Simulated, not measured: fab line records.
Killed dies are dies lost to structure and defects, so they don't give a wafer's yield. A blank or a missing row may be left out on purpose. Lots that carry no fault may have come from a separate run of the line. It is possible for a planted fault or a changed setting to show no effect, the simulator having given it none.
Struck lot and sound lot, side by side / flow sky130 / 22 out of 708 route steps
Sound: wafers L496.3, L496.4, L496.5. Wafers L515.2, L515.4, L515.6 were the ones struck. The cause comes at the end.
Each step with rows lists, per side, the tool, then ch with its chambers, then its first start. Under that, the readings that differ: sound wafers / struck wafers / difference of the means / sigmas: that difference in standard deviations of wafers without a fault.
alike: readings whose means differ by less than 2 such deviations, and words and numbers that are the same on both sides. not compared: withheld readings, readings that some wafer has no value for, bounds like >300 that may hide the same value, and numbers for which the record gives no deviation and whose values overlap.
Wherever a step has rows on one side only, a row that says differs or no value, or a row with sigmas, the two part there. Numbers that don't overlap but have no deviation are shown without sigmas and don't part them. Lack of a reading on every wafer of one side parts them only where that side has two or more wafers.

first, 6 steps without rows for these wafers: SKY_VT_ADJUST_LVTN_HMDS_01 (prime time 60 s); SKY_VT_ADJUST_LVTN_COAT_02 (resist thk 3000 nm); SKY_VT_ADJUST_LVTN_SOFTBAKE_03; SKY_VT_ADJUST_LVTN_EXPOSE_04 (exposes mask NWM COMPLEMENT LESS NATIVE, target cd 840 nm); SKY_VT_ADJUST_LVTN_PEB_05; SKY_VT_ADJUST_LVTN_DEVELOP_06 (develop time 60 s).
SKY_VT_ADJUST_LVTN_OVL_MEAS_07:
  sound on overlay-02, day 7 17:02; struck on overlay-02, day 12 10:31
  alike: VT_ADJUST_LVTN_OVL
then, 1 step without rows for these wafers: SKY_VT_ADJUST_LVTN_IMPLANT_08.
SKY_VT_ADJUST_LVTN_STRIP_09: strips in O2/N2.
  sound on plasma_asher-01 ch 0,1, day 7 17:15; struck on plasma_asher-03 ch 0,1, day 12 10:41
  alike: drypump_motor_current_A, oes_product_au, strip_time_to_endpoint_s
  not compared: rf_hours_counter_h
SKY_VT_ADJUST_LVTN_TW_MEAS_10:
  sound on film_metro-04, day 7 17:20; struck on film_metro-04, day 12 10:48
  alike: VT_ADJUST_LVTN_TW
then, 2 steps without rows for these wafers: SKY_VT_ADJUST_LVTN_DEHYDRATE_11 (time 60 s); SKY_VT_ADJUST_LVTN_HMDS_12 (prime time 60 s).
SKY_VT_ADJUST_LVTN_COAT_13: resist thk 1140 nm.
  sound on litho_track-03 ch 0, day 8 02:49; struck on litho_track-02 ch 0, day 12 22:57
reading=spin_speed_rpm (rpm); sound=2998.5 2998.6 2998.1; struck=3133.8 3135.0 3139.6; difference=+137.7; sigmas=+72
reading=model.NOVOLAK_of_VT_ADJUST_LVTN_COAT_13.thk_nm (nm); sound=1137 1137 1140; struck=1114 1118 1117; difference=-22; sigmas=
  alike: chill_plate_temp_C, exhaust_pa
then, 3 steps without rows for these wafers: SKY_VT_ADJUST_LVTN_SOFTBAKE_14 (time 60 s); SKY_VT_ADJUST_LVTN_EXPOSE_15 (exposes mask HVN STD DERIVED, target cd 600 nm); SKY_VT_ADJUST_LVTN_PEB_16.
SKY_VT_ADJUST_LVTN_DEVELOP_17: develop time 60 s.
  sound on litho_track-01 ch 0, day 8 13:11; struck on litho_track-02 ch 0, day 13 11:33
reading=model.NOVOLAK_of_VT_ADJUST_LVTN_COAT_13.thk_nm (nm); sound=1137 1137 1139; struck=1114 1118 1116; difference=-22; sigmas=
  alike: chill_plate_temp_C, exhaust_pa
SKY_VT_ADJUST_LVTN_OVL_MEAS_18:
  sound on overlay-02, day 8 13:17; struck on overlay-02, day 13 11:41
  alike: VT_ADJUST_LVTN_01_OVL
then, 1 step without rows for these wafers: SKY_VT_ADJUST_LVTN_IMPLANT_19.
SKY_VT_ADJUST_LVTN_STRIP_20: strips in O2/N2.
  sound on plasma_asher-02 ch 0,1, day 8 13:30; struck on plasma_asher-03 ch 0,1, day 13 11:52
reading=strip_time_to_endpoint_s (s); sound=14.15 14.14 14.18; struck=13.86 13.90 13.89; difference=-0.27; sigmas=-8
  alike: drypump_motor_current_A, oes_product_au
  not compared: rf_hours_counter_h
SKY_VT_ADJUST_LVTN_TW_MEAS_21:
  sound on film_metro-02, day 8 13:35; struck on film_metro-02, day 13 11:58
  alike: VT_ADJUST_LVTN_2_TW
-- record jumps: 37 days separate the struck wafers' starts on either side; left off in module VT_ADJUST_LVTN, taken up again in module PAD_OPEN, whose first shown step is the route's number 708 --
SKY_PAD_OPEN_PROBE_99:
  sound on prober-01, day 46 10:29; struck on prober-01, day 50 09:26
  alike: killed_at_M0_to_M3, killed_at_M4_up, killed_at_contacts, killed_at_front_end, killed_at_other, killed_dies, killed_on_rim, killed_open, killed_short

== WHERE THEY PART ==
Earliest at SKY_VT_ADJUST_LVTN_COAT_13; latest, in this record, at SKY_VT_ADJUST_LVTN_STRIP_20. Later steps at which nothing parts them and some readings are alike: SKY_VT_ADJUST_LVTN_TW_MEAS_21, SKY_PAD_OPEN_PROBE_99.

WHY: what had been put in by the simulator
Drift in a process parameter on litho_track-02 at SKY_VT_ADJUST_LVTN_COAT_13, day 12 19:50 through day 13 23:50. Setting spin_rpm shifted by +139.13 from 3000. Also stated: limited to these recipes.
